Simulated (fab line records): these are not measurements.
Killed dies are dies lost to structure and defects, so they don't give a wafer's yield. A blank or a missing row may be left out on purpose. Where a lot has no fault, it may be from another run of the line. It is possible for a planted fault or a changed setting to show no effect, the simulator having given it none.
Struck lot and sound lot, side by side | flow sky130 | 43 out of 708 route steps
Sound: wafers L840.2, L840.3, L840.5. Wafers struck: L855.1, L855.4, L855.5. The cause is given at the end.
Per side, at each step with rows, come the tool, then ch with its chambers, and then its first start. Under that, the readings that differ: sound wafers | struck wafers | difference of the means | sigmas: that difference in standard deviations of wafers without a fault.
alike: a reading whose means differ by less than 2 such deviations, as well as words and numbers matching on both sides. not compared: withheld readings; readings where some wafer has no value; bounds like >300 that might hide an equal value; numbers whose values overlap and for which the record gives no deviation.
A row with sigmas, a row that says differs or no value, or rows on one side alone: a step with any of these is where the two part. Non-overlapping numbers with no deviation appear without sigmas and do not part them. Lack of a reading on every wafer of one side parts them only where that side has two or more wafers.

first, 3 steps without rows for these wafers: SKY_GATE_OXIDE_CLEAN_15 (cleans in SC1/SC2, time 150 s); SKY_GATE_OXIDE_OXIDATION_16 (stabilise 600 s, purge 300 s, target thk 3.57 nm); SKY_POLY_GATE_CVD_00 (deposits poly-Si, target thk 180 nm, time 720 s).
SKY_POLY_GATE_THK_MEAS_01:
  sound on film_metro-01 at day 14 12:19; struck on film_metro-01 at day 19 21:05
  alike: POLY_GATE_CVD_00_THK
then, 8 steps without rows for these wafers: SKY_RES_PROTECT_DEHYDRATE_00 (time 60 s); SKY_RES_PROTECT_HMDS_01 (prime time 60 s); SKY_RES_PROTECT_COAT_02 (resist thk 1140 nm); SKY_RES_PROTECT_SOFTBAKE_03 (time 60 s); SKY_RES_PROTECT_EXPOSE_04 (exposes mask RPM, target cd 1270 nm); SKY_RES_PROTECT_PEB_05; SKY_RES_PROTECT_DEVELOP_06 (develop time 60 s); SKY_POLY_GATE_IMPLANT_02.
SKY_RES_PROTECT_STRIP_07: strips in O2/N2.
  sound on plasma_asher-04 ch 0,1, day 15 14:19; struck on plasma_asher-01 ch 0,1, day 21 04:13
  alike: drypump_motor_current_A, n2_flow_sccm, o2_flow_sccm, oes_product_au, strip_time_to_endpoint_s
  not compared: rf_hours_counter_h
SKY_RES_PROTECT_TW_MEAS_08:
  sound on film_metro-04 at day 15 14:26; struck on film_metro-03 at day 21 04:19
  reading      | sound          | struck         | difference | sigmas
  POLY_GATE_TW | 4104 4121 4135 | 4014 4039 4046 | -87        | -3
then, 2 steps without rows for these wafers: SKY_RES_PROTECT_CLEAN_09 (cleans in SC1/SC2, time 150 s); SKY_POLY_GATE_CVD_03 (deposits Si3N4 from DCS/NH3, target thk 75 nm, time 1290 s).
SKY_POLY_GATE_THK_MEAS_04:
  sound on film_metro-01 at day 15 15:57; struck on film_metro-04 at day 21 06:53
  alike: POLY_GATE_CVD_03_THK
then, 8 steps without rows for these wafers: SKY_POLY_GATE_DEHYDRATE_05 (time 60 s); SKY_POLY_GATE_HMDS_06 (prime time 60 s); SKY_POLY_GATE_COAT_07 (resist thk 110 nm); SKY_POLY_GATE_COAT_08 (resist thk 450 nm); SKY_POLY_GATE_SOFTBAKE_09 (time 90 s); SKY_POLY_GATE_EXPOSE_10 (exposes mask P1M, target cd 150 nm); SKY_POLY_GATE_PEB_11; SKY_POLY_GATE_DEVELOP_12 (develop time 60 s).
SKY_POLY_GATE_CD_MEAS_13: the cd target is 150 nm.
  sound on cd_sem-02 at day 16 20:29; struck on cd_sem-02 at day 22 13:49
  alike: cd_nm
SKY_POLY_GATE_OVL_MEAS_14:
  sound on overlay-01 at day 16 20:36; struck on overlay-01 at day 22 13:56
  alike: POLY_GATE_OVL
SKY_POLY_GATE_ETCH_15: etches BARC in N2/H2, stops on SiO2, time 118.5 s, target depth 110 nm.
  sound on rie_diel-02 ch 0,3, day 16 20:38; struck on rie_diel-04 ch 0,2,3, day 22 13:58
  alike: bias_w, drypump_motor_current_A, n2_flow_sccm, oes_product_au, throttle_valve_pct
  not compared: rf_hours_counter_h
SKY_POLY_GATE_ETCH_16: etches Si3N4 in CH3F/O2, stops on poly-Si, time 147.5 s, target depth 75 nm.
  sound on rie_diel-02 ch 0,3, day 16 20:43; struck on rie_diel-04 ch 0,2,3, day 22 14:04
  alike: bias_w, ch3f_flow_sccm, drypump_motor_current_A, oes_product_au, throttle_valve_pct
  not compared: rf_hours_counter_h
SKY_POLY_GATE_ETCH_17: etches poly-Si in HBr/Cl2, stops on SiO2, target depth 180 nm, time 67.32 s.
  sound on rie_si-02 ch 0,1,3, day 16 20:49; struck on rie_si-01 ch 0,2, day 22 14:09
  alike: bias_w, drypump_motor_current_A, oes_product_au, throttle_valve_pct
  not compared: rf_hours_counter_h
SKY_POLY_GATE_STRIP_18: strips in O2/N2.
  sound on plasma_asher-04 ch 0,1, day 16 20:52; struck on plasma_asher-02 ch 0,1, day 22 14:13
  alike: drypump_motor_current_A, n2_flow_sccm, o2_flow_sccm, oes_product_au, strip_time_to_endpoint_s
  not compared: rf_hours_counter_h
then, 2 steps without rows for these wafers: SKY_POLY_GATE_CLEAN_19 (cleans in SC1/SC2, time 150 s); SKY_POLY_GATE_OXIDATION_20 (stabilise 600 s, purge 300 s, target thk 4 nm).
SKY_POLY_GATE_THK_MEAS_21:
  sound on film_metro-04 at day 16 22:59; struck on film_metro-02 at day 22 15:37
  alike: POLY_GATE_OXIDATION_THK
SKY_POLY_GATE_CD_MEAS_22:
  sound on cd_sem-01 at day 16 23:04; struck on cd_sem-02 at day 22 15:40
  alike: cd_nm
then, 7 steps without rows for these wafers: SKY_LDD_N_DEHYDRATE_00 (time 60 s); SKY_LDD_N_HMDS_01 (prime time 60 s); SKY_LDD_N_COAT_02 (resist thk 300 nm); SKY_LDD_N_SOFTBAKE_03 (time 60 s); SKY_LDD_N_EXPOSE_04 (exposes mask NTM, target cd 840 nm); SKY_LDD_N_PEB_05; SKY_LDD_N_DEVELOP_06 (develop time 60 s).
-- a jump in the record: the struck wafers' starts before and after are 27 days apart (it breaks off in module LDD_N and resumes in module PAD_OPEN, where the first step shown is number 708 of the route) --
SKY_PAD_OPEN_PROBE_99:
  sound on prober-02 at day 46 05:50; struck on prober-01 at day 49 19:32
  reading             | sound | struck      | difference | sigmas
  killed_at_front_end | 27    | 13 16 15    | -12        | -2
  killed_at_other     | 0     | 65 61 75    | +67        | +99 or more
  killed_dies         | 97    | 136 132 146 | +41        | +5
  alike: killed_at_M0_to_M3, killed_at_M4_up, killed_at_contacts, killed_open, killed_short

WHERE THEY PART
First at SKY_RES_PROTECT_TW_MEAS_08; last, within this record, at SKY_PAD_OPEN_PROBE_99.

WHY: what the simulator had put in
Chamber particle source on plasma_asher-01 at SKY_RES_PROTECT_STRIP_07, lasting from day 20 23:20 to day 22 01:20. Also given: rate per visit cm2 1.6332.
